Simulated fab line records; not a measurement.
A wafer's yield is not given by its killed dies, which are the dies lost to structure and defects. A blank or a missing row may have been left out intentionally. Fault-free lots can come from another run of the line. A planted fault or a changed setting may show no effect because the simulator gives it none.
fab line records ; flow sky130
[record] lots = 9; wafers = 27; last-day = 50
route steps=708 shown VIA3@587 METAL4@601 CAP2M@603 PAD_OPEN@708
lots untouched by any fault: they come from a run of this same line in which no faults occurred
start-h: start of the lot's first displayed wafer, in hours after the record's first day ; wait-h: hours since the lot's step before ; " unchanged from the row above ; L1.1+2: several wafers, shown together as one row ; - no value, or no start given ; * or withheld: withheld ; < > ~ a bound
route shown NAME@n: a module of which the file shows steps, and the number in the route of the first ; usual: mean/standard deviation of fault-free wafers ; same: alike in all rows ; chamber/n: place in a boat ; sites: each site's reading ; _std_site: their standard deviation ; _edge_site: the outer-site mean with the inner-site mean subtracted ; radius-mm: for every site, how far away it sits from the centre of the wafer ; mask NAME#n: copy n ; behind: the tool/chamber that last shaped the wafer ; hold: reason for holding the lot/hours on hold/outcome of the hold ; device: the transistor (n, p or np) that didn't switch ; end of line: the same wafers' tests at the end of the route ; a step with no rows: only its recipe ; killed: count of dies lost to structure and defects at first sort (not the wafer's yield) ; map: per-die view of a wafer (x killed, . not killed, _ where there is no die)
set.NAME: the run value of the setting; set.NAME@STEP: its run value at that earlier step ; model.NAME: the simulator's own value behind a step, which no gauge read
route steps across a sampled set of lots; one table per step, one row per wafer
services: when a tool's chamber went out of use (start-h, in hours from the record's first day, below 0 if earlier), for how many hours, and the reason
[[steps]]
[step SKY_VIA3_ETCH_14]
[recipe] chemistry = N2/H2; target = BARC; ion-energy-ev = 200; source-w = 500; bias-w = 100; pressure-mtorr = 30; n2-flow-sccm = 100; h2-flow-sccm = 200; stop-on = SiO2; time-s = 45.9; target-depth-a = 600
[usual] drypump-motor-current-A = 5.9/0.37; oes-product-au = 0.855/0.005; throttle-valve-pct = 13.224/0.0086
lot.wafer;tool;chamber;start-h;wait-h;drypump-motor-current-A;oes-product-au;rf-hours-counter-h;throttle-valve-pct
L309.1;rie-diel-02;0;944.43;0.0;6.4;0.849;21;13.234
L309.3;rie-diel-02;2;944.43;0.0;5.4;0.855;13;13.232
L309.4;rie-diel-02;3;944.43;0.0;6.4;0.851;14;13.223
L310.1;rie-diel-02;2;952.02;0.0;5.4;0.858;13;13.221
L310.2;rie-diel-02;1;952.02;0.0;6.0;0.856;17;13.209
L310.6;rie-diel-02;2;952.02;0.0;5.4;0.848;-;13.224
L314.2;rie-diel-03;1;979.28;0.0;5.4;0.858;11;13.216
L314.3;rie-diel-03;0;979.28;0.0;6.1;0.855;21;13.229
L314.6;rie-diel-03;2;979.28;0.0;5.1;0.856;-;13.220
L319.2;rie-diel-01;1;1015.08;0.0;5.8;0.867;20;13.213
L319.3;rie-diel-01;2;1015.08;0.0;5.7;0.859;9;13.215
L319.6;rie-diel-01;3;1015.08;0.0;6.1;0.855;-;13.240
L325.1;rie-diel-01;1;1053.63;0.0;5.9;0.861;21;13.218
L325.4;rie-diel-01;2;1053.63;0.0;5.7;0.868;11;13.217
L325.6;rie-diel-01;1;1053.63;0.0;5.9;0.861;-;13.215
L326.1;rie-diel-03;0;1054.58;0.0;6.1;0.852;23;13.229
L326.5;rie-diel-03;0;1054.58;0.0;6.1;0.855;-;13.232
L326.6;rie-diel-03;1;1054.58;0.0;5.4;0.855;-;13.236
L327.1;rie-diel-01;2;1065.93;0.0;5.7;0.850;11;13.216
L327.2;rie-diel-01;0;1065.93;0.0;5.7;0.850;22;13.214
L327.6;rie-diel-01;0;1065.93;0.0;5.7;0.858;-;13.224
L328.2;rie-diel-02;2;1070.33;0.0;5.4;0.848;17;13.217
L328.3;rie-diel-02;0;1070.33;0.0;6.4;0.851;25;13.232
L328.5;rie-diel-02;0;1070.33;0.0;6.4;0.851;-;13.218
L330.2;rie-diel-03;3;1078.33;0.0;5.9;0.849;21;13.216
L330.3;rie-diel-03;2;1078.33;0.0;5.1;0.855;23;13.223
L330.4;rie-diel-03;0;1078.33;0.0;6.2;0.852;24;13.228
[step SKY_METAL4_SPUTTER_03]
[recipe] material = Ti; target-thk-nm = 5; power-w = 3000; time-s = 3.3; chamber-pressure-pa = 0.4
[usual] cathode-dc-power-W = 3000.1/0.54; throttle-valve-pct = 30.1/0.68
lot.wafer;tool;chamber;start-h;wait-h;cathode-dc-power-W;throttle-valve-pct
L309.1;pvd-sputter-04;-;945.87;0.0;3000.7;29.6
L309.3;pvd-sputter-04;-;945.87;0.0;3000.0;30.4
L309.4;pvd-sputter-04;-;945.87;0.0;2999.0;30.6
L310.1;pvd-sputter-02;-;953.47;0.0;3000.3;30.3
L310.2;pvd-sputter-02;-;953.47;0.0;2999.7;30.3
L310.6;pvd-sputter-02;-;953.47;0.0;3000.3;31.2
L314.2;pvd-sputter-01;-;980.73;0.0;3000.1;29.7
L314.3;pvd-sputter-01;-;980.73;0.0;3000.8;30.5
L314.6;pvd-sputter-01;-;980.73;0.0;2999.5;28.7
L319.2;pvd-sputter-01;-;1016.53;0.0;3001.1;30.1
L319.3;pvd-sputter-01;-;1016.53;0.0;3000.1;31.4
L319.6;pvd-sputter-01;-;1016.53;0.0;2999.6;30.1
L325.1;pvd-sputter-04;-;1055.10;0.0;2999.2;30.7
L325.4;pvd-sputter-04;-;1055.10;0.0;3001.2;29.4
L325.6;pvd-sputter-04;-;1055.10;0.0;2999.9;30.0
L326.1;pvd-sputter-01;-;1056.06;0.0;2999.9;29.6
L326.5;pvd-sputter-01;-;1056.06;0.0;3000.1;31.2
L326.6;pvd-sputter-01;-;1056.06;0.0;2999.9;29.6
L327.1;pvd-sputter-02;-;1067.50;0.0;3000.5;30.7
L327.2;pvd-sputter-02;-;1067.50;0.0;3001.1;30.6
L327.6;pvd-sputter-02;-;1067.50;0.0;2999.3;30.3
L328.2;pvd-sputter-04;-;1071.77;0.0;3000.5;29.2
L328.3;pvd-sputter-04;-;1071.77;0.0;2999.7;29.9
L328.5;pvd-sputter-04;-;1071.77;0.0;3000.0;30.3
L330.2;pvd-sputter-04;-;1079.78;0.0;2999.7;29.9
L330.3;pvd-sputter-04;-;1079.78;0.0;3000.5;30.3
L330.4;pvd-sputter-04;-;1079.78;0.0;3000.7;30.5
[step SKY_CAP2M_CVD_00]
[recipe] material = SiO2; target-thk-nm = 15.5; temp-c = 400; time-s = withheld; rf-w = 450
[usual] heater-power-w = 665/97
lot.wafer;tool;chamber;start-h;wait-h;heater-power-w
L309.1;pecvd-01;1;945.94;0.0;880
L309.3;pecvd-01;2;945.94;0.0;669
L309.4;pecvd-01;1;945.94;0.0;902
L310.1;pecvd-04;0;953.54;0.0;613
L310.2;pecvd-04;2;953.54;0.0;538
L310.6;pecvd-04;0;953.54;0.0;612
L314.2;pecvd-01;1;980.80;0.0;859
L314.3;pecvd-01;0;980.80;0.0;625
L314.6;pecvd-01;2;980.80;0.0;671
L319.2;pecvd-01;0;1016.59;0.0;553
L319.3;pecvd-01;2;1016.59;0.0;640
L319.6;pecvd-01;0;1016.59;0.0;559
L325.1;pecvd-01;0;1055.17;0.0;600
L325.4;pecvd-01;1;1055.17;0.0;892
L325.6;pecvd-01;0;1055.17;0.0;595
L326.1;pecvd-04;1;1056.13;0.0;747
L326.5;pecvd-04;0;1056.13;0.0;620
L326.6;pecvd-04;1;1056.13;0.0;737
L327.1;pecvd-04;1;1067.57;0.0;751
L327.2;pecvd-04;0;1067.57;0.0;560
L327.6;pecvd-04;1;1067.57;0.0;744
L328.2;pecvd-04;1;1071.84;0.0;655
L328.3;pecvd-04;2;1071.84;0.0;514
L328.5;pecvd-04;2;1071.84;0.0;522
L330.2;pecvd-01;0;1079.85;0.0;533
L330.3;pecvd-01;1;1079.85;0.0;861
L330.4;pecvd-01;0;1079.85;0.0;546
[step SKY_CAP2M_SPUTTER_02]
[recipe] material = TiN; target-thk-nm = 200; temp-c = 300; power-w = 6500; time-s = 166.7; chamber-pressure-pa = 0.4
[usual] cathode-dc-power-W = 6500.1/1.3; throttle-valve-pct = 30.5/0.96
lot.wafer;tool;chamber;start-h;wait-h;cathode-dc-power-W;throttle-valve-pct
L309.1;pvd-sputter-02;-;946.02;0.1;6500.4;30.1
L309.3;pvd-sputter-02;-;946.02;0.1;6501.4;31.2
L309.4;pvd-sputter-02;-;946.02;0.1;6500.5;30.6
L310.1;pvd-sputter-03;-;953.62;0.1;6499.2;29.9
L310.2;pvd-sputter-03;-;953.62;0.1;6500.9;32.0
L310.6;pvd-sputter-03;-;953.62;0.1;6499.9;30.0
L314.2;pvd-sputter-02;-;980.88;0.0;6503.2;30.7
L314.3;pvd-sputter-02;-;980.88;0.0;6497.7;30.3
L314.6;pvd-sputter-02;-;980.88;0.0;6500.4;31.2
L319.2;pvd-sputter-02;-;1016.69;0.0;6500.6;31.2
L319.3;pvd-sputter-02;-;1016.69;0.0;6499.5;30.4
L319.6;pvd-sputter-02;-;1016.69;0.0;6499.3;31.0
L325.1;pvd-sputter-02;-;1055.25;0.1;6498.8;30.5
L325.4;pvd-sputter-02;-;1055.25;0.1;6500.9;30.2
L325.6;pvd-sputter-02;-;1055.25;0.1;6500.0;30.0
L326.1;pvd-sputter-02;-;1056.21;0.1;6498.2;30.6
L326.5;pvd-sputter-02;-;1056.21;0.1;6499.3;31.2
L326.6;pvd-sputter-02;-;1056.21;0.1;6499.9;30.6
L327.1;pvd-sputter-01;-;1067.65;0.1;6498.5;31.4
L327.2;pvd-sputter-01;-;1067.65;0.1;6501.2;29.1
L327.6;pvd-sputter-01;-;1067.65;0.1;6500.7;28.8
L328.2;pvd-sputter-03;-;1071.92;0.0;6498.8;31.8
L328.3;pvd-sputter-03;-;1071.92;0.0;6501.2;29.1
L328.5;pvd-sputter-03;-;1071.92;0.0;6502.1;29.1
L330.2;pvd-sputter-03;-;1079.93;0.0;6502.2;28.8
L330.3;pvd-sputter-03;-;1079.93;0.0;6498.9;31.9
L330.4;pvd-sputter-03;-;1079.93;0.0;6498.6;29.9
[step SKY_CAP2M_RS_MEAS_03]
[recipe] thk-meas-gauge = four-point-probe; reads = TiN_of_CAP2M_SPUTTER_02
[usual] CAP2M_TIN_RS = 6.87/0.073
lot.wafer;tool;chamber;start-h;wait-h;hold;CAP2M_TIN_RS[ohm/sq]
L309.1;film-metro-04;-;946.13;0.1;-;6.92
L309.3;film-metro-04;-;946.13;0.1;-;6.89
L309.4;film-metro-04;-;946.13;0.1;-;6.85
L310.1;film-metro-01;-;953.73;0.1;-;6.88
L310.2;film-metro-01;-;953.73;0.1;-;6.87
L310.6;film-metro-01;-;953.73;0.1;-;6.91
L314.2;film-metro-01;-;981.01;0.1;-;6.90
L314.3;film-metro-01;-;981.01;0.1;-;6.93
L314.6;film-metro-01;-;981.01;0.1;-;6.98
L319.2;film-metro-03;-;1016.82;0.1;-;6.96
L319.3;film-metro-03;-;1016.82;0.1;-;6.94
L319.6;film-metro-03;-;1016.82;0.1;-;6.88
L325.1;film-metro-01;-;1055.38;0.1;await-dispo/0.2h/release;6.47
L325.4;film-metro-01;-;1055.38;0.1;await-dispo/0.2h/release;6.79
L325.6;film-metro-01;-;1055.38;0.1;await-dispo/0.2h/release;6.39
L325.1;film-metro-01;-;1055.66;0.3;-;6.46
L325.4;film-metro-01;-;1055.66;0.3;-;6.76
L325.6;film-metro-01;-;1055.66;0.3;-;6.40
L326.1;film-metro-04;-;1056.33;0.1;await-dispo/0.2h/release;6.56
L326.5;film-metro-04;-;1056.33;0.1;await-dispo/0.2h/release;6.93
L326.6;film-metro-04;-;1056.33;0.1;await-dispo/0.2h/release;6.57
L326.1;film-metro-04;-;1056.62;0.3;-;6.55
L326.5;film-metro-04;-;1056.62;0.3;-;6.94
L326.6;film-metro-04;-;1056.62;0.3;-;6.56
L327.1;film-metro-04;-;1067.76;0.1;-;6.87
L327.2;film-metro-04;-;1067.76;0.1;-;6.87
L327.6;film-metro-04;-;1067.76;0.1;-;6.87
L328.2;film-metro-01;-;1072.05;0.1;-;6.84
L328.3;film-metro-01;-;1072.05;0.1;-;6.85
L328.5;film-metro-01;-;1072.05;0.1;-;6.82
L330.2;film-metro-04;-;1080.06;0.1;-;6.92
L330.3;film-metro-04;-;1080.06;0.1;-;6.94
L330.4;film-metro-04;-;1080.06;0.1;-;6.98
[step SKY_CAP2M_THK_MEAS_04]
[recipe] thk-meas-gauge = xrf; reads = TiN_of_CAP2M_SPUTTER_02
[usual] CAP2M_TIN_THK = 201.6/2.3
lot.wafer;tool;chamber;start-h;wait-h;hold;CAP2M_TIN_THK[nm]
L309.1;film-metro-04;-;946.25;0.1;-;202.0
L309.3;film-metro-04;-;946.25;0.1;-;200.6
L309.4;film-metro-04;-;946.25;0.1;-;202.0
L310.1;film-metro-01;-;953.85;0.1;-;201.9
L310.2;film-metro-01;-;953.85;0.1;-;202.3
L310.6;film-metro-01;-;953.85;0.1;-;200.7
L314.2;film-metro-01;-;981.12;0.1;-;200.7
L314.3;film-metro-01;-;981.12;0.1;-;199.5
L314.6;film-metro-01;-;981.12;0.1;-;197.9
L319.2;film-metro-03;-;1016.93;0.1;-;197.5
L319.3;film-metro-03;-;1016.93;0.1;-;198.5
L319.6;film-metro-03;-;1016.93;0.1;-;200.1
L325.1;film-metro-01;-;1060.56;4.9;await-dispo/0.2h/release;214.4
L325.4;film-metro-01;-;1060.56;4.9;await-dispo/0.2h/release;205.0
L325.6;film-metro-01;-;1060.56;4.9;await-dispo/0.2h/release;216.7
L325.1;film-metro-01;-;1060.79;0.2;-;214.9
L325.4;film-metro-01;-;1060.79;0.2;-;204.5
L325.6;film-metro-01;-;1060.79;0.2;-;217.0
L326.1;film-metro-04;-;1062.96;6.3;await-dispo/0.2h/release;210.3
L326.5;film-metro-04;-;1062.96;6.3;await-dispo/0.2h/release;200.1
L326.6;film-metro-04;-;1062.96;6.3;await-dispo/0.2h/release;211.4
L326.1;film-metro-04;-;1063.21;0.2;-;210.6
L326.5;film-metro-04;-;1063.21;0.2;-;199.8
L326.6;film-metro-04;-;1063.21;0.2;-;210.5
L327.1;film-metro-04;-;1067.88;0.1;-;200.7
L327.2;film-metro-04;-;1067.88;0.1;-;201.3
L327.6;film-metro-04;-;1067.88;0.1;-;201.7
L328.2;film-metro-01;-;1072.16;0.1;-;203.6
L328.3;film-metro-01;-;1072.16;0.1;-;203.3
L328.5;film-metro-01;-;1072.16;0.1;-;203.5
L330.2;film-metro-04;-;1080.17;0.1;-;198.9
L330.3;film-metro-04;-;1080.17;0.1;-;199.8
L330.4;film-metro-04;-;1080.17;0.1;-;198.3
[step SKY_CAP2M_METAL_ETCH_13]
[recipe] target-depth-nm = 220; stop-on = SiO2; chemistry = Cl2/BCl3; target = TiN; pressure-mtorr = 10; icp-w = 900; bias-w = 48.5; Cl2_flow_sccm = 60; bcl3-flow-sccm = 30; time-s = 62.9
[usual] drypump-motor-current-A = 5.6/0.48; oes-product-au = 0.945/0.0076; throttle-valve-pct = 21.900/0.01
lot.wafer;tool;chamber;start-h;wait-h;drypump-motor-current-A;oes-product-au;rf-hours-counter-h;throttle-valve-pct
L309.1;rie-metal-02;1;969.93;0.0;6.2;0.941;14;21.927
L309.3;rie-metal-02;1;969.93;0.0;6.2;0.939;-;21.910
L309.4;rie-metal-02;0;969.93;0.0;5.8;0.943;-;21.904
L310.1;rie-metal-03;0;977.50;0.0;4.9;0.955;16;21.909
L310.2;rie-metal-03;1;977.50;0.0;5.5;0.949;5;21.901
L310.6;rie-metal-03;1;977.50;0.0;5.5;0.938;-;21.915
L314.2;rie-metal-03;0;1005.00;0.0;4.9;0.947;18;21.882
L314.3;rie-metal-03;1;1005.00;0.0;5.5;0.934;-;21.901
L314.6;rie-metal-03;0;1005.00;0.0;4.9;0.933;-;21.901
L319.2;rie-metal-03;0;1038.94;0.0;4.9;0.937;20;21.894
L319.3;rie-metal-03;1;1038.94;0.0;5.5;0.940;-;21.895
L319.6;rie-metal-03;1;1038.94;0.0;5.5;0.951;-;21.905
L325.1;rie-metal-04;1;1076.69;0.0;5.5;0.977;11;21.871
L325.4;rie-metal-04;1;1076.69;0.0;5.5;0.954;-;21.901
L325.6;rie-metal-04;1;1076.69;0.0;5.5;0.987;-;21.878
L326.1;rie-metal-03;1;1077.79;0.0;5.5;0.969;11;21.900
L326.5;rie-metal-03;0;1077.79;0.0;4.9;0.923;-;21.903
L326.6;rie-metal-03;1;1077.79;0.0;5.5;0.976;-;21.905
L327.1;rie-metal-03;1;1088.86;0.0;5.5;0.955;12;21.873
L327.2;rie-metal-03;0;1088.86;0.0;4.9;0.943;24;21.886
L327.6;rie-metal-03;0;1088.86;0.0;4.9;0.942;-;21.902
L328.2;rie-metal-03;1;1093.20;0.0;5.5;0.940;12;21.898
L328.3;rie-metal-03;1;1093.20;0.0;5.5;0.953;-;21.895
L328.5;rie-metal-03;0;1093.20;0.0;4.9;0.956;-;21.896
L330.2;rie-metal-02;1;1100.61;0.0;6.3;0.942;-;21.907
L330.3;rie-metal-02;1;1100.61;0.0;6.2;0.937;-;21.902
L330.4;rie-metal-02;1;1100.61;0.0;6.2;0.933;-;21.900
[step SKY_PAD_OPEN_PROBE_99]
[usual] defect-limited-yield = 82.4/2; killed_at_M0_to_M3 = 44/6.8; killed_at_M4_up = 3.4/2; killed-at-contacts = 24/5.2; killed-at-front-end = 15/5.2; killed-at-other = 0.2/0.46; killed-dies = 87/9.8; killed-open = 47/7.5; killed-short = 39/6.8; sort_bin_3_pad_short = 0.8/0.37; sort_bin_5_function = 10.5/1.5; sort_bin_6_memory = 6.3/1.2; sort-n-pass = 405/9.8; sort-yield-pct = 82.4/2
[same] gross-dies = 492; killed-at-back-side = 0; sort_bin_4_leakage[%] = 0; sort_bin_8_speed[%] = 0
lot.wafer;tool;chamber;start-h;wait-h;defect-limited-yield[%];killed_at_M0_to_M3;killed_at_M4_up;killed-at-contacts;killed-at-front-end;killed-at-other;killed-dies;killed-open;killed-short;sort_bin_3_pad_short[%];sort_bin_5_function[%];sort_bin_6_memory[%];sort-n-pass;sort-yield-pct[%]
L325.1;prober-02;-;1178.35;0.1;82.7;48;1;19;16;1;85;57;28;0.6;11.4;5.3;407;82.7
L325.4;prober-02;-;1178.50;0.2;83.1;35;2;29;16;1;83;52;31;0.2;11.2;5.5;409;83.1
L325.6;prober-02;-;1178.60;0.2;87.8;31;4;13;12;0;60;32;28;0.8;7.1;4.3;432;87.8
L326.1;prober-01;-;1180.74;0.1;80.5;40;3;34;19;0;96;67;29;0.8;12.6;6.1;396;80.5
L326.5;prober-01;-;1180.94;0.2;83.9;41;4;29;5;0;79;36;43;1.2;9.3;5.5;413;83.9
L326.6;prober-01;-;1180.99;0.2;85.8;42;5;16;7;0;70;37;33;0.6;8.3;5.3;422;85.8
// killed by level:class
L325.1 VIA1:geometric-particle:open=14 VIA3:geometric-particle:open=11 CONTACT:geometric-particle:open=10 VIA2:geometric-particle:open=5 POLY_GATE:geometric-particle:short=5 POLY_GATE:geometric-particle:open=5 METAL3:geometric-particle:short=5 LI_CONTACT:geometric-particle:open=5
L325.4 VIA1:geometric-particle:open=12 CONTACT:geometric-particle:open=11 LI_CONTACT:geometric-particle:open=9 FIELD_ISO:geometric-particle:open=5 CONTACT:geometric-particle:short=5 METAL2:geometric-particle:short=5 VIA3:geometric-particle:open=5 POLY_GATE:geometric-particle:short=3
L325.6 VIA1:geometric-particle:open=11 METAL2:geometric-particle:short=5 CONTACT:geometric-particle:open=4 LI_CONTACT:geometric-particle:open=4 METAL3:geometric-particle:short=3 METAL4:geometric-particle:short=3 LI_CONTACT:geometric-particle:short=2 FIELD_ISO:geometric-particle:open=2
L326.1 CONTACT:geometric-particle:open=14 VIA2:geometric-particle:open=9 LI_CONTACT:geometric-particle:open=8 VIA1:geometric-particle:open=8 VIA3:geometric-particle:open=8 FIELD_ISO:geometric-particle:open=7 POLY_GATE:geometric-particle:open=6 METAL1:geometric-particle:short=5
L326.5 CONTACT:geometric-particle:open=12 CONTACT:geometric-particle:short=11 METAL2:geometric-particle:short=11 VIA1:geometric-particle:open=10 VIA3:geometric-particle:open=5 METAL4:geometric-particle:short=4 FIELD_ISO:geometric-particle:short=3 LI_CONTACT:geometric-particle:open=3
L326.6 VIA1:geometric-particle:open=12 METAL1:geometric-particle:short=9 CONTACT:geometric-particle:open=8 METAL4:geometric-particle:short=5 VIA1:geometric-particle:short=5 LI_CONTACT:geometric-particle:open=4 VIA2:geometric-particle:open=4 VIA3:geometric-particle:open=4
[[services]]
tool;chamber;start-h;hours;kind
pvd-sputter-04;-;929.41;5.0;repair
pvd-sputter-02;-;934.72;4.6;repair
rie-diel-01;3;938.13;12.2;repair
pvd-sputter-03;-;938.87;11.2;repair
rie-metal-03;-;939.76;9.0;repair
rie-diel-03;3;952.39;1.4;repair
pvd-sputter-02;3;953.85;-;consumable-replace:kit
pvd-sputter-02;3;953.85;18.0;scheduled-down
pecvd-04;1;982.40;19.4;repair
pvd-sputter-03;-;988.03;3.4;repair
pecvd-01;1;999.91;17.4;repair
rie-metal-02;-;1010.25;14.6;pm
pecvd-04;-;1010.90;6.0;pm
rie-metal-04;-;1013.40;0.1;repair
rie-metal-04;1;1019.89;15.9;repair
pvd-sputter-04;-;1020.62;0.9;repair
pecvd-04;-;1031.93;2.8;pm
rie-diel-01;1;1039.92;1.5;repair
pvd-sputter-03;-;1052.32;6.8;repair
pecvd-01;-;1075.79;1.5;repair
pvd-sputter-03;-;1085.42;2.2;repair
rie-diel-02;1;1096.57;46.1;repair
rie-metal-03;-;1096.68;0.3;repair
rie-diel-01;-;1097.53;0.6;repair
[[key]]
[first-sign] step = SKY_CAP2M_RS_MEAS_03; reading = visit; direction = added
[effect] step = SKY_CAP2M_RS_MEAS_03; reading = CAP2M_TIN_RS; direction = down; sigmas = 5.1; usual = 6.87; struck = 6.50
[effect] step = SKY_CAP2M_THK_MEAS_04; reading = visit; direction = added
[effect] step = SKY_CAP2M_THK_MEAS_04; reading = CAP2M_TIN_THK; direction = up; sigmas = 5.1; usual = 201.6; struck = 213.2
[effect] step = SKY_CAP2M_METAL_ETCH_13; reading = oes-product-au; direction = up; sigmas = 4.3; usual = 0.945; struck = 0.977
met-at SKY_CAP2M_SPUTTER_02
struck-lots L325,L326
struck-wafers L325.1,L325.6,L326.1,L326.6
not-acting-at SKY_VIA3_ETCH_14,SKY_METAL4_SPUTTER_03,SKY_CAP2M_CVD_00
onset-between 1016.69 1055.25
[fault] kind = process-parameter-drift; tool = pvd-sputter-02; chamber = -; onset-h = 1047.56; steps = SKY_CAP2M_SPUTTER_02; channel = target-thk-nm; offset = 11.818; shape = step; end-h = 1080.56; scope = struck-wafers-only; acts-in = these-recipes-only; stated = 200
